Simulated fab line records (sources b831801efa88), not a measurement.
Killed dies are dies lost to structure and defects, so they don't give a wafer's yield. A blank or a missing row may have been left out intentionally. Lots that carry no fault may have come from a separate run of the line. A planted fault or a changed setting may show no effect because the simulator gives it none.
The tool behind it: which one? :: flow sky130 :: 13 lots with 39 wafers sampled at 5 steps, on a route of 708 steps

## WHAT THE GAUGES READ, wafer by wafer
SKY_VT_ADJUST_NCORE_CD_MEAS_07: target cd 380 nm.
lot: L370
measured: day 8 23:01
on: cd_sem-02
cd_nm (nm): 379.7 378.7 378.7

lot: L371
measured: day 9 04:25
on: cd_sem-01
cd_nm (nm): 379.2 380.8 379.2

lot: L372
measured: day 9 10:58
on: cd_sem-02
cd_nm (nm): 383.5 383.9 382.8

lot: L373
measured: day 9 18:21
on: cd_sem-01
cd_nm (nm): 376.5 378.3 376.9

lot: L374
measured: day 10 03:49
on: cd_sem-02
cd_nm (nm): 374.4 372.4 376.9

lot: L376
measured: day 10 13:38
on: cd_sem-02
cd_nm (nm): 381.8 381.4 379.5

lot: L377
measured: day 10 21:29
on: cd_sem-02
cd_nm (nm): 373.2 374.4 377.0

lot: L378
measured: day 11 04:49
on: cd_sem-01
cd_nm (nm): 381.6 379.5 381.0

lot: L380
measured: day 11 16:34
on: cd_sem-02
cd_nm (nm): 379.4 381.0 380.3

lot: L383
measured: day 12 12:28
on: cd_sem-02
cd_nm (nm): 379.8 381.3 378.4

lot: L391
measured: day 15 04:25
on: cd_sem-02
cd_nm (nm): 379.7 379.1 378.2

lot: L392
measured: day 15 06:07
on: cd_sem-01
cd_nm (nm): 380.0 381.5 381.1

lot: L393
measured: day 15 09:08
on: cd_sem-01
cd_nm (nm): 379.6 377.2 378.6

SKY_SONOS_ONO_THK_MEAS_01.
lot: L370
measured: day 11 21:35
on: film_metro-04
SONOS_ONO_OXIDATION_THK (nm): 2.60 2.61 2.61

lot: L371
measured: day 12 03:23
on: film_metro-02
SONOS_ONO_OXIDATION_THK (nm): 2.62 2.58 2.52

lot: L372
measured: day 12 11:36
on: film_metro-03
SONOS_ONO_OXIDATION_THK (nm): 2.63 2.64 2.66

lot: L373
measured: day 12 18:59
on: film_metro-04
SONOS_ONO_OXIDATION_THK (nm): 2.64 2.57 2.63

lot: L374
measured: day 13 07:19
on: film_metro-03
SONOS_ONO_OXIDATION_THK (nm): 2.65 2.61 2.62

lot: L376
measured: day 13 18:22
on: film_metro-04
SONOS_ONO_OXIDATION_THK (nm): 2.57 2.56 2.67

lot: L377
measured: day 14 05:03
on: film_metro-04
SONOS_ONO_OXIDATION_THK (nm): 2.60 2.64 2.52

lot: L378
measured: day 14 12:19
on: film_metro-04
SONOS_ONO_OXIDATION_THK (nm): 2.51 2.47 2.44

lot: L380
measured: day 14 23:11
on: film_metro-03
SONOS_ONO_OXIDATION_THK (nm): 2.64 2.67 2.68

lot: L383
measured: day 15 22:53
on: film_metro-04
SONOS_ONO_OXIDATION_THK (nm): 2.72 2.67 2.70

lot: L391
measured: day 18 23:44
on: film_metro-02
SONOS_ONO_OXIDATION_THK (nm): 2.63 2.56 2.59

lot: L392
measured: day 19 01:40
on: film_metro-04
SONOS_ONO_OXIDATION_THK (nm): 2.61 2.53 2.62

lot: L393
measured: day 19 04:31
on: film_metro-02
SONOS_ONO_OXIDATION_THK (nm): 2.52 2.61 2.51

SKY_SONOS_ONO_THK_MEAS_03.
lot: L370
measured: day 11 22:41
on: film_metro-02
SONOS_ONO_CVD_02_THK (nm): 10.66 10.52 10.63

lot: L371
measured: day 12 05:39
on: film_metro-02
SONOS_ONO_CVD_02_THK (nm): 10.62 10.75 10.66

lot: L372
measured: day 12 15:50
on: film_metro-04
SONOS_ONO_CVD_02_THK (nm): 10.76 10.72 10.86

lot: L373
measured: day 12 21:22
on: film_metro-02
SONOS_ONO_CVD_02_THK (nm): 10.45 10.53 10.54

lot: L374
measured: day 13 09:32
on: film_metro-04
SONOS_ONO_CVD_02_THK (nm): 10.62 10.43 10.40

lot: L376
measured: day 13 19:28
on: film_metro-02
SONOS_ONO_CVD_02_THK (nm): 10.78 10.82 10.80

lot: L377
measured: day 14 06:10
on: film_metro-02
SONOS_ONO_CVD_02_THK (nm): 10.83 10.81 10.72

lot: L378
measured: day 14 14:31
on: film_metro-04
SONOS_ONO_CVD_02_THK (nm): 10.68 10.75 10.71

lot: L380
measured: day 15 02:31
on: film_metro-02
SONOS_ONO_CVD_02_THK (nm): 10.33 10.52 10.37

lot: L383
measured: day 16 05:35
on: film_metro-02
SONOS_ONO_CVD_02_THK (nm): 11.27 11.20 11.17

lot: L391
measured: day 19 00:51
on: film_metro-02
SONOS_ONO_CVD_02_THK (nm): 10.76 10.73 10.64

lot: L392
measured: day 19 04:10
on: film_metro-03
SONOS_ONO_CVD_02_THK (nm): 10.57 10.61 10.51

lot: L393
measured: day 19 06:34
on: film_metro-02
SONOS_ONO_CVD_02_THK (nm): 10.63 10.72 10.81

SKY_GATE_OXIDE_THK_MEAS_02.
lot: L370
measured: day 13 03:05
on: film_metro-01
GATE_OXIDE_OXIDATION_00_THK (nm): 9.93 10.16 10.12

lot: L371
measured: day 13 11:50
on: film_metro-03
GATE_OXIDE_OXIDATION_00_THK (nm): 10.45 10.39 10.36

lot: L372
measured: day 13 21:43
on: film_metro-02
GATE_OXIDE_OXIDATION_00_THK (nm): 9.85 9.93 9.79

lot: L373
measured: day 14 04:00
on: film_metro-03
GATE_OXIDE_OXIDATION_00_THK (nm): 9.92 10.03 9.76

lot: L374
measured: day 14 15:07
on: film_metro-02
GATE_OXIDE_OXIDATION_00_THK (nm): 10.22 10.06 10.02

lot: L376
measured: day 15 01:20
on: film_metro-03
GATE_OXIDE_OXIDATION_00_THK (nm): 10.10 10.12 10.08

lot: L377
measured: day 15 13:13
on: film_metro-02
GATE_OXIDE_OXIDATION_00_THK (nm): 10.38 10.11 10.26

lot: L378
measured: day 15 22:50
on: film_metro-02
GATE_OXIDE_OXIDATION_00_THK (nm): 10.17 10.33 9.94

lot: L380
measured: day 16 10:46
on: film_metro-02
GATE_OXIDE_OXIDATION_00_THK (nm): 10.34 10.51 10.35

lot: L383
measured: day 17 14:07
on: film_metro-03
GATE_OXIDE_OXIDATION_00_THK (nm): 10.11 10.33 10.26

lot: L391
measured: day 20 13:07
on: film_metro-01
GATE_OXIDE_OXIDATION_00_THK (nm): 10.33 10.30 10.23

lot: L392
measured: day 20 15:01
on: film_metro-03
GATE_OXIDE_OXIDATION_00_THK (nm): 9.89 9.84 9.85

lot: L393
measured: day 20 18:26
on: film_metro-02
GATE_OXIDE_OXIDATION_00_THK (nm): 10.34 10.61 10.54

## EACH LOT AND THE TOOL THAT RAN IT (in order: tool; ch and the chambers of the sampled wafers; start)
lot: L370
SKY_SONOS_ONO_CVD_02: lpcvd-02 ch 0, day 11 21:38

lot: L371
SKY_SONOS_ONO_CVD_02: lpcvd-02 ch 1, day 12 04:36

lot: L372
SKY_SONOS_ONO_CVD_02: lpcvd-02 ch 1, day 12 14:16

lot: L373
SKY_SONOS_ONO_CVD_02: lpcvd-02 ch 0, day 12 20:19

lot: L374
SKY_SONOS_ONO_CVD_02: lpcvd-02 ch 1, day 13 08:29

lot: L376
SKY_SONOS_ONO_CVD_02: lpcvd-02 ch 0, day 13 18:24

lot: L377
SKY_SONOS_ONO_CVD_02: lpcvd-02 ch 0, day 14 05:05

lot: L378
SKY_SONOS_ONO_CVD_02: lpcvd-02 ch 0, day 14 13:28

lot: L380
SKY_SONOS_ONO_CVD_02: lpcvd-02 ch 1, day 15 01:28

lot: L383
SKY_SONOS_ONO_CVD_02: lpcvd-02 ch 0, day 16 04:32

lot: L391
SKY_SONOS_ONO_CVD_02: lpcvd-02 ch 1, day 18 23:48

lot: L392
SKY_SONOS_ONO_CVD_02: lpcvd-02 ch 1, day 19 03:05

lot: L393
SKY_SONOS_ONO_CVD_02: lpcvd-02 ch 1, day 19 05:30
- SKY_SONOS_ONO_CVD_02: deposits Si3N4 from DCS/NH3, target thk 10.5 nm, time 180 s.

## WHAT THE TOOLS THEMSELVES READ (means of the sampled wafers that have a number; where no wafer has one, the mark that the record gives instead)
SKY_SONOS_ONO_CVD_02.
lot: L370
tool: lpcvd-02
pressure_mtorr (mTorr): 250.6

lot: L371
tool: lpcvd-02
pressure_mtorr (mTorr): 250.2

lot: L372
tool: lpcvd-02
pressure_mtorr (mTorr): 249.9

lot: L373
tool: lpcvd-02
pressure_mtorr (mTorr): 250.5

lot: L374
tool: lpcvd-02
pressure_mtorr (mTorr): 250.7

lot: L376
tool: lpcvd-02
pressure_mtorr (mTorr): 249.7

lot: L377
tool: lpcvd-02
pressure_mtorr (mTorr): 250.2

lot: L378
tool: lpcvd-02
pressure_mtorr (mTorr): 249.8

lot: L380
tool: lpcvd-02
pressure_mtorr (mTorr): 249.8

lot: L383
tool: lpcvd-02
pressure_mtorr (mTorr): 300.0

lot: L391
tool: lpcvd-02
pressure_mtorr (mTorr): 250.4

lot: L392
tool: lpcvd-02
pressure_mtorr (mTorr): 249.6

lot: L393
tool: lpcvd-02
pressure_mtorr (mTorr): 249.9

## THE ANSWER, worked out from the rows above alone
Rule: the usual values come from the lots themselves. The widest of any qualifying gaps counts: lots, ordered by their means at a reading, are off when they make up no more than a third of the lots, leave a main group of 4 or more, and stand apart from it by 3 or more times the standard deviation of that group's means. Not used: any main group whose means are identical at the precision the tables above print for the reading. A lot without any number at a reading at which 4 lots or more have one is off too. Any other lot the step has rows for is counted as sound. Order of review: gauges by route order, followed by the tools' own readings, for which a lot's mean as printed above is used. At the first step where some lot is off, the reading lying furthest off is the one used; lots without a number count as furthest.
Off: L383, seen at SKY_SONOS_ONO_THK_MEAS_03 (SONOS_ONO_CVD_02_THK). For the main group the mean is 10.65 nm and the standard deviation 0.13.
A tool fits if, at a process step before that reading, it ran every lot that is off, and no sound lot after the first of them. The gauges at SKY_SONOS_ONO_THK_MEAS_03 aren't tried: what is off there is off at SKY_SONOS_ONO_CVD_02 too, on other tools, and a gauge's error can't cause that. No candidate that was tried fits.

## WHAT WAS PUT IN BY THE SIMULATOR
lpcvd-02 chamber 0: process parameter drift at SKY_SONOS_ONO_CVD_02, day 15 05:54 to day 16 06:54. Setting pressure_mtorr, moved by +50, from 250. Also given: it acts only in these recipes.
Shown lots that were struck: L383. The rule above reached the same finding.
